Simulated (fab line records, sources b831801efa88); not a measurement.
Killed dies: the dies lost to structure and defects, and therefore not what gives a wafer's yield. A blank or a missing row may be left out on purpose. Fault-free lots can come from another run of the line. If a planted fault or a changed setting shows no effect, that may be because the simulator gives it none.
Comparing a struck lot with a sound one | flow sky130 | 35 out of 708 route steps
Sound: wafers L445.1, L445.4, L445.6. Struck: wafer L452.3 (left out: L452.2, L452.6 of the same lot, which were not struck); the cause appears at the end.
Per side, at each step with rows, come the tool, then ch with its chambers, and then its first start. Under that, the readings that differ: sound wafers | struck wafers | difference of the means | sigmas: that difference in standard deviations of wafers without a fault.
alike: same words and numbers on both sides, and readings whose means sit less than 2 such deviations apart. not compared: any withheld reading, any reading some wafer has no value for, any bound like >300 that may hide the same value, and any number with overlapping values for which the record gives no deviation.
The two part at a step that has a row with sigmas, a row that says differs or no value, or rows on one side only. Non-overlapping numbers with no deviation appear without sigmas and do not part them. A reading missing from all wafers of one side parts the sides only when that side holds two or more wafers.

first, 6 steps without rows for these wafers: SKY_METAL5_HMDS_08 (prime time 60 s); SKY_METAL5_COAT_09 (resist thk 1800 nm); SKY_METAL5_SOFTBAKE_10 (time 60 s); SKY_METAL5_EXPOSE_11 (exposes mask MM5, target cd 1600 nm); SKY_METAL5_PEB_12; SKY_METAL5_DEVELOP_13 (develop time 60 s).
SKY_METAL5_DESCUM_14: chemistry O2, time 11 s.
  sound on rie_metal-03 ch 0, day 44 23:11; struck on rie_metal-04 ch 0, day 46 20:59
  reading                     | sound          | struck | difference | sigmas
  drypump_motor_current_A (A) | 5.92 5.90 5.89 | 6.41   | +0.51      | +2
  alike: chamber_pressure_mTorr, oes_product_au
  not compared: rf_hours_counter_h
SKY_METAL5_METAL_ETCH_15: etches the open film in Cl2/BCl3, stops on SiO2, target depth 1260 nm, time 252 s.
  sound on rie_metal-03 ch 0, day 44 23:13; struck on rie_metal-04 ch 0, day 46 21:01
  reading                     | sound          | struck | difference | sigmas
  drypump_motor_current_A (A) | 5.90 5.93 5.90 | 6.39   | +0.48      | +2
  alike: bcl3_flow_sccm, chamber_pressure_mTorr, oes_product_au, throttle_valve_pct
  not compared: rf_hours_counter_h
then, 4 steps without rows for these wafers: SKY_METAL5_STRIP_16 (strips in O2/N2); SKY_METAL5_STRIP_17 (strips in post etch residue remover, time 1200 s); SKY_METAL5_CLEAN_18 (cleans in IPA, time 180 s); SKY_METAL5_CLEAN_19 (cleans in O3/DIW).
SKY_PASSIVATION_CVD_00: deposits SiO2, target thk 90 nm.
  sound on pecvd-02 ch 0,1, day 45 00:08; struck on pecvd-02 ch 1, day 46 21:50
  reading                                      | sound             | struck | difference | sigmas
  model.SiO2_of_PASSIVATION_CVD_00.thk_nm (nm) | 87.47 90.31 90.25 | 58.13  | -31.21     |
  alike: heater_power_w
SKY_PASSIVATION_THK_MEAS_01:
  sound on film_metro-01 at day 45 00:10; struck on film_metro-01 at day 46 21:52
  reading                     | sound          | struck | difference | sigmas
  PASSIVATION_CVD_00_THK (nm) | 87.5 90.3 90.3 | 58.1   | -31.3      | -26
SKY_PASSIVATION_CVD_02: deposits Si3N4, target thk 540 nm.
  sound on pecvd-01 ch 1,2, day 45 00:13; struck on pecvd-04 ch 2, day 46 21:55
  alike: heater_power_w
SKY_PASSIVATION_THK_MEAS_03:
  sound on film_metro-01 at day 45 00:27; struck on film_metro-02 at day 46 22:09
  alike: PASSIVATION_CVD_02_THK
then, 7 steps without rows for these wafers: SKY_PASSIVATION_DEHYDRATE_04 (time 60 s); SKY_PASSIVATION_HMDS_05 (prime time 60 s); SKY_PASSIVATION_COAT_06 (resist thk 3000 nm); SKY_PASSIVATION_SOFTBAKE_07; SKY_PASSIVATION_EXPOSE_08 (exposes mask NSM, target cd 3000 nm); SKY_PASSIVATION_PEB_09; SKY_PASSIVATION_DEVELOP_10 (develop time 60 s).
SKY_PASSIVATION_ETCH_11: etches the open film in CF4/O2, stops on AlCu, target depth 725 nm, time 161.1 s.
  sound on rie_diel-04 ch 0,1,3, day 45 21:37; struck on rie_diel-01 ch 1, day 47 17:44
  reading                                 | sound             | struck | difference | sigmas
  throttle_valve_pct (%)                  | 5.979 5.953 5.967 | 5.943  | -0.023     | -3
  model.PASSIVATION.feature_depth_nm (nm) | 690.5 700.5 701.1 | 669.1  | -28.3      |
  model.etch.depth_nm (nm)                | 690.5 700.5 701.1 | 669.1  | -28.3      |
  alike: cf4_flow_sccm, chamber_pressure_mTorr, drypump_motor_current_A, oes_product_au
  not compared: rf_hours_counter_h
SKY_PASSIVATION_STRIP_12: strips in O2/N2.
  sound on plasma_asher-04 ch 0,1, day 45 21:44; struck on plasma_asher-03 ch 0, day 47 17:50
  alike: chamber_pressure_mTorr, drypump_motor_current_A, oes_product_au, strip_time_to_endpoint_s
  not compared: rf_hours_counter_h
then, 7 steps without rows for these wafers: SKY_PAD_OPEN_DEHYDRATE_00 (time 60 s); SKY_PAD_OPEN_HMDS_01 (prime time 60 s); SKY_PAD_OPEN_COAT_02 (resist thk 3000 nm); SKY_PAD_OPEN_SOFTBAKE_03; SKY_PAD_OPEN_EXPOSE_04 (exposes mask PDM, target cd 60000 nm); SKY_PAD_OPEN_PEB_05; SKY_PAD_OPEN_DEVELOP_06 (develop time 58.61 s).
SKY_PAD_OPEN_ETCH_07: etches the open film in CF4/O2, stops on AlCu, target depth 725 nm, time 161.1 s.
  sound on rie_diel-03 ch 0,1, day 46 18:05; struck on rie_diel-04 ch 2, day 48 12:28
  reading                              | sound             | struck | difference | sigmas
  oes_product_au (a.u.)                | 0.971 0.970 0.995 | 0.950  | -0.029     | -4
  model.PAD_OPEN.feature_depth_nm (nm) | 690.5 703.5 712.8 | 669.1  | -33.2      |
  model.etch.depth_nm (nm)             | 690.5 703.5 712.8 | 669.1  | -33.2      |
  alike: cf4_flow_sccm, chamber_pressure_mTorr, drypump_motor_current_A, throttle_valve_pct
  not compared: rf_hours_counter_h
SKY_PAD_OPEN_STRIP_08: strips in O2/N2.
  sound on plasma_asher-03 ch 0,1, day 46 18:11; struck on plasma_asher-03 ch 1, day 48 12:34
  reading                      | sound             | struck | difference | sigmas
  strip_time_to_endpoint_s (s) | 36.88 36.98 36.92 | 37.18  | +0.25      | +3
  alike: chamber_pressure_mTorr, drypump_motor_current_A, oes_product_au
  not compared: rf_hours_counter_h
SKY_PAD_OPEN_PROBE_99:
  sound on prober-01 at day 46 21:15; struck on prober-02 at day 48 14:58
  reading                  | sound       | struck | difference | sigmas
  killed_at_front_end      | 15 15 15    | 27     | +12        | +3
  killed_at_other          | 0 0 0       | 1      | +1         | +2
  sort_bin_3_pad_short (%) | 0.6 0.6 1.2 | 1.6    | +0.8       | +2
  alike: defect_limited_yield, killed_at_M0_to_M3, killed_at_M4_up, killed_at_contacts, killed_dies, killed_open, killed_short, sort_bin_5_function, sort_bin_6_memory, sort_n_pass, sort_yield_pct

== WHERE THEY PART ==
First at SKY_METAL5_DESCUM_14; last, within this record, at SKY_PAD_OPEN_PROBE_99.

WHY: the cause the simulator had injected
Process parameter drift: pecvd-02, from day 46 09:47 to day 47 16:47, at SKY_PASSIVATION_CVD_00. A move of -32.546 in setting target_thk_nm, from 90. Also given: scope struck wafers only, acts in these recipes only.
